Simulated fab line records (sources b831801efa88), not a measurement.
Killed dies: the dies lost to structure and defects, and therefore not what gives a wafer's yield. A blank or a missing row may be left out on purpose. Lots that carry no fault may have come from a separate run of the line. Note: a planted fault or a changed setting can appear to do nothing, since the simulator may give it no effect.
A struck lot beside a sound one	flow gf180mcu	15 out of 602 route steps
Sound: these wafers, L853.4, L853.5, L853.6. Wafers L862.1, L862.2, L862.4 were the ones struck. The cause is given at the end.
Per side, at each step with rows, come the tool, then ch with its chambers, and then its first start. Under that, the readings that differ: sound wafers	struck wafers	difference of the means	sigmas: that difference in standard deviations of wafers without a fault.
alike: readings whose means differ by less than 2 such deviations, and words and numbers that are the same on both sides. not compared: withheld readings, readings that some wafer has no value for, bounds like >300 that may hide the same value, and numbers for which the record gives no deviation and whose values overlap.
Wherever a step has rows on one side only, a row that says differs or no value, or a row with sigmas, the two part there. Numbers that don't overlap but have no deviation are shown without sigmas and don't part them. A reading missing from all wafers of one side parts the sides only when that side holds two or more wafers.

first, 1 step without rows for these wafers: GF_V5_ETCH_16 (etches BARC in N2/H2).
GF_V5_ETCH_17: etches SiO2 in C4F8/O2/Ar, stops on TiN, target depth 855 nm.
  sound on rie diel-01 ch 1,2; struck on rie diel-04 ch 0,1,2
  alike: bias w, oes product au
GF_V5_STRIP_18: strips in O2/N2.
  sound on plasma asher-04 ch 0,1, day 27 22:53; struck on plasma asher-04 ch 0,1, day 30 07:52
  alike: drypump motor current A, heater power w, oes product au
  not compared: rf hours counter h
then, 2 steps without rows for these wafers: GF_V5_STRIP_19 (strips in post etch residue remover, time 1200 s); GF_V5_CLEAN_20 (cleans in DIW).
GF_V5_SPUTTER_21: material Ti, target thk 15 nm, time 80.02 s.
  sound: pvd sputter-03 at day 27 23:24; struck: pvd sputter-03 at day 30 08:23
  alike: cathode dc power W, chamber pressure pa, throttle valve pct
then, 2 steps without rows for these wafers: GF_V5_SPUTTER_22 (material TiN, target thk 10 nm, time 40 s); GF_V5_CVD_23 (deposits W, target thk 350 nm, time 104.9 s).
GF_V5_RS_MEAS_24: measures by four-point-probe.
  sound: film metro-01 at day 27 23:40; struck: film metro-03 at day 30 08:36
  alike: V5_W_RS
GF_V5_THK_MEAS_25: measures by xrf.
  sound: film metro-01 at day 27 23:46; struck: film metro-03 at day 30 08:43
  alike: V5_W_THK
then, 1 step without rows for these wafers: GF_V5_CMP_26 (polishes, stops on SiO2, t overpolish 15 s, target thk 0 nm).
GF_TOP_METAL_SPUTTER_00: material Ti, target thk 37.5 nm, time 150 s.
  sound: pvd sputter-03 at day 28 00:05; struck: pvd sputter-03 at day 30 09:05
  alike: cathode dc power W, chamber pressure pa, throttle valve pct
GF_TOP_METAL_SPUTTER_01: material TiN, target thk 30 nm, time 25 s.
  sound: pvd sputter-03 at day 28 00:11; struck: pvd sputter-03 at day 30 09:11
reading	sound	struck	difference	sigmas
cathode dc power W (W)	6502.3 6501.4 6499.8	5870.8 5870.2 5872.8	-629.9	-99 or more
model.TiN_of_TOP_METAL_SPUTTER_01.thk nm (nm)	30.22 30.36 30.33	27.33 27.37 27.08	-3.04	
  alike: chamber pressure pa, throttle valve pct
GF_TOP_METAL_SPUTTER_02: material AlCu, target thk 900 nm, time 47.82 s.
  sound: pvd sputter-03 at day 28 00:13; struck: pvd sputter-03 at day 30 09:13
  alike: cathode dc power W, chamber pressure pa, throttle valve pct
then, 1 step without rows for these wafers: GF_PASSIVATION_PROBE_99.

WHERE THEY PART
Only at GF_TOP_METAL_SPUTTER_01, within this record. Later steps at which nothing parts them and some readings are alike: GF_TOP_METAL_SPUTTER_02.

WHY: whatever the simulator had introduced
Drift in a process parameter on pvd sputter-03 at GF_TOP_METAL_SPUTTER_01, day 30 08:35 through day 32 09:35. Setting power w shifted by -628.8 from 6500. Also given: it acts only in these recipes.
